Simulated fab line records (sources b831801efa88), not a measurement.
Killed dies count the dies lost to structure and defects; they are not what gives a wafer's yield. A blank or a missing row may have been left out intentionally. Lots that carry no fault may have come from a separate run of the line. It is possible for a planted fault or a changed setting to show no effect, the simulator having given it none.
fab line records	flow gf180mcu
record lots=12	wafers=36	last-day=34
route steps=602 shown VT_IMPLANT@135 HV_LDD@186 PSD@261 NSD@262 M4@462
lots that met no fault: taken from a fault-free run of the same line
start-h: the number of hours between the record's first day and the start of the first shown wafer of the lot	wait-h: how many hours have passed since the lot's step before this one	" same as the row above	L1.1+2: one row covering several wafers at once	- either no value or no given start	* or withheld: withheld	< > ~ a bound
route shown NAME@n: NAME is a module with steps in the file, n the number in the route of the first one	usual: mean/standard deviation of fault-free wafers	same: alike in all rows	chamber/n: place in a boat	sites: the reading at each site	_std_site: their standard deviation	_edge_site: inner sites' mean taken away from outer sites' mean	radius-mm: how far each site lies from the wafer's centre	mask NAME#n: copy n	behind: the most recent tool/chamber to have shaped the wafer	hold: why the lot went on hold/how many hours it stayed there/how the hold came to an end	device: whichever transistor did not switch (one of n, p or np)	end of line: tests run on the same wafers once the route is complete	where a step has no rows: the recipe by itself	killed: dies lost to structure and defects at the first sort, not the wafer's yield	map: a wafer's dies, x killed, . not, _ none there
set.NAME: the run value of the setting; set.NAME@STEP: its run value at that earlier step	model.NAME: the simulator's own value behind a step, which no gauge read
one table for each step of the route and one row for each wafer, over a sample of lots
services: a tool's chamber out of use, with start hour (start-h, from the record's first day; less than 0 if before it), hours out, and reason
## steps
# step GF_VT_IMPLANT_RTA_45
# recipe temp-c=1050	time-s=30	ambient=N2
# usual lamp-power-pct=39/6.4	wafer_temp_C_max=1056.2/1.6
lot.wafer	tool	chamber	start-h	wait-h	lamp-power-pct	wafer_temp_C_max
L802.3	rtp-anneal-02	0	173.74	0.0	30	1055.3
L802.4	"	0	"	"	30	1056.0
L802.6	"	0	"	"	30	1054.7
L803.2	rtp-anneal-02	0	177.67	0.0	30	1054.7
L803.4	"	0	"	"	30	1054.6
L803.6	"	0	"	"	30	1058.2
L804.1	rtp-anneal-01	0	185.12	0.0	44	1055.6
L804.2	"	0	"	"	44	1056.7
L804.6	"	0	"	"	44	1057.3
L810.1	rtp-anneal-01	0	223.27	0.0	44	1056.1
L810.2	"	0	"	"	44	1054.4
L810.5	"	0	"	"	44	1056.1
L812.1	rtp-anneal-01	0	240.71	0.0	44	1055.5
L812.3	"	0	"	"	44	1055.6
L812.6	"	0	"	"	44	1056.2
L815.2	rtp-anneal-01	0	265.52	0.0	44	1055.9
L815.3	"	0	"	"	44	1056.9
L815.4	"	0	"	"	44	1056.6
L816.1	rtp-anneal-02	0	265.62	0.0	30	1055.5
L816.3	"	0	"	"	30	1053.8
L816.6	"	0	"	"	30	1056.3
L818.3	rtp-anneal-01	0	280.49	0.0	44	1055.3
L818.4	"	0	"	"	44	1057.0
L818.6	"	0	"	"	44	1058.4
L819.1	rtp-anneal-01	0	286.12	0.0	44	1056.5
L819.3	"	0	"	"	44	1059.0
L819.5	"	0	"	"	44	1057.2
L821.3	rtp-anneal-01	0	295.41	0.0	44	1055.9
L821.5	"	0	"	"	44	1057.2
L821.6	"	0	"	"	44	1058.5
L822.2	rtp-anneal-01	0	302.48	0.0	44	1056.0
L822.4	"	0	"	"	44	1057.8
L822.6	"	0	"	"	44	1056.0
L823.2	rtp-anneal-02	0	310.53	0.0	30	1053.7
L823.3	"	0	"	"	30	1054.2
L823.6	"	0	"	"	30	1054.0
# step GF_HV_LDD_STRIP_10
# recipe chemistry=O2/N2	power-w=1400	pressure-mtorr=1500	platen-temp-c=250	o2-flow-sccm=3000	n2-flow-sccm=300	overash-fraction=0.5
# usual drypump-motor-current-A=5.7/0.63	heater-power-w=323/25	oes-product-au=0.716/0.0043	strip-time-to-endpoint-s=12.62/0.031
lot.wafer	tool	chamber	start-h	wait-h	drypump-motor-current-A	heater-power-w	oes-product-au	rf-hours-counter-h	strip-time-to-endpoint-s
L802.3	plasma-asher-04	1	234.84	0.1	6.2	342	0.717	-	12.63
L802.4	"	0	"	"	5.2	309	0.711	-	12.66
L802.6	"	1	"	"	6.2	339	0.714	-	12.67
L803.2	plasma-asher-03	0	243.01	0.1	4.8	366	0.714	13	12.62
L803.4	"	1	"	"	6.5	310	0.723	-	12.62
L803.6	"	0	"	"	4.8	369	0.720	-	12.59
L804.1	plasma-asher-04	1	248.56	0.1	6.2	347	0.720	59	12.70
L804.2	"	0	"	"	5.2	306	0.714	59	12.67
L804.6	"	1	"	"	6.2	341	0.715	-	12.66
L810.1	plasma-asher-04	0	290.23	0.1	5.1	306	0.721	63	12.66
L810.2	"	1	"	"	6.2	351	0.718	63	12.62
L810.5	"	1	"	"	6.2	340	0.714	-	12.63
L812.1	plasma-asher-04	1	305.73	0.1	6.2	339	0.718	65	12.68
L812.3	"	0	"	"	5.2	300	0.723	-	12.66
L812.6	"	0	"	"	5.2	306	0.714	-	12.68
L815.2	plasma-asher-03	1	332.02	0.1	6.5	312	0.715	23	12.56
L815.3	"	0	"	"	4.8	370	0.714	-	12.60
L815.4	"	1	"	"	6.5	312	0.713	-	12.59
L816.1	plasma-asher-04	1	335.03	0.1	6.2	335	0.715	67	12.64
L816.3	"	1	"	"	6.2	329	0.707	-	12.58
L816.6	"	0	"	"	5.2	305	0.708	-	12.63
L818.3	plasma-asher-01	0	351.06	0.1	5.5	328	0.719	-	12.60
L818.4	"	1	"	"	6.3	279	0.718	-	12.59
L818.6	"	0	"	"	5.6	327	0.718	-	12.61
L819.1	plasma-asher-01	1	354.86	0.1	6.3	284	0.709	58	12.59
L819.3	"	0	"	"	5.5	333	0.718	-	12.57
L819.5	"	0	"	"	5.6	321	0.716	-	12.56
L821.3	plasma-asher-03	0	366.27	0.1	4.8	365	0.720	-	12.66
L821.5	"	0	"	"	4.8	364	0.722	-	12.65
L821.6	"	1	"	"	6.5	310	0.721	-	12.63
L822.2	plasma-asher-04	1	374.56	0.1	6.2	338	0.717	71	12.66
L822.4	"	1	"	"	6.2	341	0.717	-	12.63
L822.6	"	0	"	"	5.2	297	0.706	-	12.63
L823.2	plasma-asher-04	0	385.31	0.1	5.2	307	0.715	72	12.60
L823.3	"	1	"	"	6.2	344	0.709	-	12.61
L823.6	"	0	"	"	5.2	297	0.714	-	12.61
# step GF_PSD_RTA_13
# recipe temp-c=1025	time-s=20	ambient=N2
# usual lamp-power-pct=37/6.4	wafer_temp_C_max=1030.9/1.2
lot.wafer	tool	chamber	start-h	wait-h	lamp-power-pct	wafer_temp_C_max
L802.3	rtp-anneal-01	0	337.20	0.0	42	1030.0
L802.4	"	0	"	"	42	1031.6
L802.6	"	0	"	"	42	1030.6
L803.2	rtp-anneal-02	0	347.88	0.0	29	1029.0
L803.4	"	0	"	"	29	1028.8
L803.6	"	0	"	"	29	1030.0
L804.1	rtp-anneal-01	0	353.28	0.0	42	1031.0
L804.2	"	0	"	"	42	1032.0
L804.6	"	0	"	"	42	1031.2
L810.1	rtp-anneal-01	0	403.73	0.0	44	1030.3
L810.2	"	0	"	"	44	1030.8
L810.5	"	0	"	"	44	1030.9
L812.1	rtp-anneal-01	0	421.56	0.0	44	1031.9
L812.3	"	0	"	"	44	1031.3
L812.6	"	0	"	"	44	1031.6
L815.2	rtp-anneal-02	0	451.15	0.0	29	1030.9
L815.3	"	0	"	"	29	1029.1
L815.4	"	0	"	"	29	1029.0
L816.1	rtp-anneal-02	0	455.15	0.0	29	1030.6
L816.3	"	0	"	"	29	1031.6
L816.6	"	0	"	"	29	1030.3
L818.3	rtp-anneal-01	0	470.66	0.0	42	1030.9
L818.4	"	0	"	"	42	1032.9
L818.6	"	0	"	"	42	1031.5
L819.1	rtp-anneal-01	0	478.08	0.0	42	1031.4
L819.3	"	0	"	"	42	1031.0
L819.5	"	0	"	"	42	1030.5
L821.3	rtp-anneal-01	0	489.49	0.0	42	1031.2
L821.5	"	0	"	"	42	1029.9
L821.6	"	0	"	"	42	1033.2
L822.2	rtp-anneal-02	0	497.69	0.0	29	1031.4
L822.4	"	0	"	"	29	1029.6
L822.6	"	0	"	"	29	1030.4
L823.2	rtp-anneal-01	0	509.48	0.0	42	1033.3
L823.3	"	0	"	"	42	1031.7
L823.6	"	0	"	"	42	1029.3
# step GF_PSD_RS_MEAS_14
# recipe thk-meas-gauge=four-point-probe
# usual NSD_RS=46.11/0.09
lot.wafer	tool	chamber	start-h	wait-h	hold	NSD_RS[ohm/sq]
L802.3	film-metro-01	-	337.29	0.1	-	46.31
L802.4	"	-	"	"	-	46.22
L802.6	"	-	"	"	-	46.00
L803.2	film-metro-02	-	347.97	0.1	-	46.22
L803.4	"	-	"	"	-	46.11
L803.6	"	-	"	"	-	46.16
L804.1	film-metro-02	-	353.36	0.1	-	46.06
L804.2	"	-	"	"	-	45.90
L804.6	"	-	"	"	-	45.94
L810.1	film-metro-03	-	403.81	0.1	await-dispo/0.2h/release	43.80
L810.2	"	-	"	"	await-dispo/0.2h/release	43.75
L810.5	"	-	"	"	await-dispo/0.2h/release	43.78
L810.1	film-metro-03	-	404.10	0.3	-	43.73
L810.2	"	-	"	"	-	43.71
L810.5	"	-	"	"	-	43.70
L812.1	film-metro-01	-	421.65	0.1	await-dispo/0.2h/release	43.66
L812.3	"	-	"	"	await-dispo/0.2h/release	43.62
L812.6	"	-	"	"	await-dispo/0.2h/release	43.64
L812.1	film-metro-01	-	421.93	0.3	-	43.62
L812.3	"	-	"	"	-	43.56
L812.6	"	-	"	"	-	43.75
L815.2	film-metro-01	-	451.24	0.1	-	46.01
L815.3	"	-	"	"	-	46.07
L815.4	"	-	"	"	-	46.11
L816.1	film-metro-02	-	455.49	0.3	-	45.97
L816.3	"	-	"	"	-	45.99
L816.6	"	-	"	"	-	46.08
L818.3	film-metro-02	-	470.76	0.1	-	46.02
L818.4	"	-	"	"	-	45.99
L818.6	"	-	"	"	-	46.00
L819.1	film-metro-02	-	478.17	0.1	-	46.22
L819.3	"	-	"	"	-	45.99
L819.5	"	-	"	"	-	46.03
L821.3	film-metro-03	-	489.59	0.1	-	46.08
L821.5	"	-	"	"	-	46.07
L821.6	"	-	"	"	-	46.12
L822.2	film-metro-03	-	497.78	0.1	-	46.11
L822.4	"	-	"	"	-	45.91
L822.6	"	-	"	"	-	45.99
L823.2	film-metro-03	-	509.57	0.1	-	46.04
L823.3	"	-	"	"	-	46.05
L823.6	"	-	"	"	-	46.01
# step GF_PSD_RS_MEAS_15
# recipe thk-meas-gauge=four-point-probe
# usual PSD_RS=108.49/0.28
lot.wafer	tool	chamber	start-h	wait-h	hold	PSD_RS[ohm/sq]
L802.3	film-metro-01	-	337.41	0.1	-	108.74
L802.4	"	-	"	"	-	108.77
L802.6	"	-	"	"	-	108.50
L803.2	film-metro-02	-	348.09	0.1	-	108.82
L803.4	"	-	"	"	-	108.60
L803.6	"	-	"	"	-	108.83
L804.1	film-metro-02	-	353.48	0.1	-	108.13
L804.2	"	-	"	"	-	108.46
L804.6	"	-	"	"	-	108.33
L810.1	film-metro-03	-	406.48	2.4	await-dispo/2.3h/release	101.37
L810.2	"	-	"	"	await-dispo/2.3h/release	101.23
L810.5	"	-	"	"	await-dispo/2.3h/release	101.16
L812.1	film-metro-01	-	427.48	5.5	await-dispo/0.2h/release	100.82
L812.3	"	-	"	"	await-dispo/0.2h/release	100.94
L812.6	"	-	"	"	await-dispo/0.2h/release	101.08
L812.1	film-metro-01	-	427.77	0.3	-	100.82
L812.3	"	-	"	"	-	101.29
L812.6	"	-	"	"	-	100.91
L815.2	film-metro-01	-	451.36	0.1	-	108.42
L815.3	"	-	"	"	-	108.43
L815.4	"	-	"	"	-	108.52
L816.1	film-metro-02	-	455.61	0.1	-	108.36
L816.3	"	-	"	"	-	108.35
L816.6	"	-	"	"	-	108.61
L818.3	film-metro-02	-	470.88	0.1	-	108.53
L818.4	"	-	"	"	-	108.23
L818.6	"	-	"	"	-	108.18
L819.1	film-metro-02	-	478.29	0.1	-	108.50
L819.3	"	-	"	"	-	107.89
L819.5	"	-	"	"	-	107.88
L821.3	film-metro-03	-	489.71	0.1	-	108.11
L821.5	"	-	"	"	-	108.23
L821.6	"	-	"	"	-	108.33
L822.2	film-metro-03	-	497.90	0.1	-	108.50
L822.4	"	-	"	"	-	107.99
L822.6	"	-	"	"	-	108.47
L823.2	film-metro-03	-	509.69	0.1	-	108.54
L823.3	"	-	"	"	-	108.42
L823.6	"	-	"	"	-	108.46
# step GF_M4_THK_MEAS_06
# recipe thk-meas-gauge=xrf	reads=AlCu_of_M4_SPUTTER_02
# usual M4_ALCU_THK=446/7
lot.wafer	tool	chamber	start-h	wait-h	M4_ALCU_THK[nm]
L802.3	film-metro-02	-	536.17	0.1	452
L802.4	"	-	"	"	445
L802.6	"	-	"	"	449
L803.2	film-metro-02	-	547.41	0.1	444
L803.4	"	-	"	"	451
L803.6	"	-	"	"	444
L804.1	film-metro-04	-	553.72	0.1	457
L804.2	"	-	"	"	450
L804.6	"	-	"	"	452
L810.1	film-metro-04	-	600.68	0.1	448
L810.2	"	-	"	"	452
L810.5	"	-	"	"	455
L812.1	film-metro-04	-	617.43	0.1	438
L812.3	"	-	"	"	436
L812.6	"	-	"	"	438
L815.2	film-metro-04	-	639.56	0.1	438
L815.3	"	-	"	"	438
L815.4	"	-	"	"	443
L816.1	film-metro-03	-	645.56	0.1	437
L816.3	"	-	"	"	447
L816.6	"	-	"	"	438
L818.3	film-metro-04	-	657.66	0.1	435
L818.4	"	-	"	"	438
L818.6	"	-	"	"	433
L819.1	film-metro-04	-	664.10	0.1	449
L819.3	"	-	"	"	446
L819.5	"	-	"	"	447
L821.3	film-metro-03	-	674.32	0.1	442
L821.5	"	-	"	"	444
L821.6	"	-	"	"	443
L822.2	film-metro-02	-	680.67	0.1	445
L822.4	"	-	"	"	446
L822.6	"	-	"	"	447
L823.2	film-metro-03	-	691.68	0.1	448
L823.3	"	-	"	"	448
L823.6	"	-	"	"	450
## services
tool	chamber	start-h	hours	kind
plasma-asher-04	-	155.03	2.8	pm
rtp-anneal-02	-	298.38	4.9	pm
rtp-anneal-01	-	320.82	4.2	pm
plasma-asher-04	-	321.90	6.9	repair
plasma-asher-03	-	363.94	0.8	repair
plasma-asher-03	-	399.09	14.6	pm
plasma-asher-04	-	410.83	15.6	pm
plasma-asher-04	-	426.43	9.0	pm
plasma-asher-04	0	426.43	9.0	vent-cycle
plasma-asher-04	1	426.43	9.0	vent-cycle
plasma-asher-04	0	435.43	-	clean
plasma-asher-04	1	435.43	-	clean
## key
first-sign step=GF_PSD_RS_MEAS_14	reading=visit	direction=added
effect step=GF_PSD_RS_MEAS_14	reading=NSD_RS	direction=down	sigmas=27	usual=46.11	struck=43.71
effect step=GF_PSD_RS_MEAS_15	reading=visit	direction=added
effect step=GF_PSD_RS_MEAS_15	reading=PSD_RS	direction=down	sigmas=26	usual=108.49	struck=101.10
met-at GF_PSD_RTA_13
struck-lots L810,L812
tester-left-out L810,L812
not-acting-at GF_VT_IMPLANT_RTA_45,GF_HV_LDD_STRIP_10,GF_M4_THK_MEAS_06
onset-between 353.28 403.73
fault kind=process-parameter-drift	tool=rtp-anneal-01	chamber=-	onset-h=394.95	steps=GF_PSD_RTA_13	channel=temp-c	offset=*	shape=step	end-h=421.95	acts-in=*	stated=*
# tester-left-out: of these lots the tester's yield and bins aren't shown, on N5 and GAA mostly nor the transistor test; their killed dies are dies lost to structure and defects alone, not to doping, threshold or leakage, so they don't give the yield
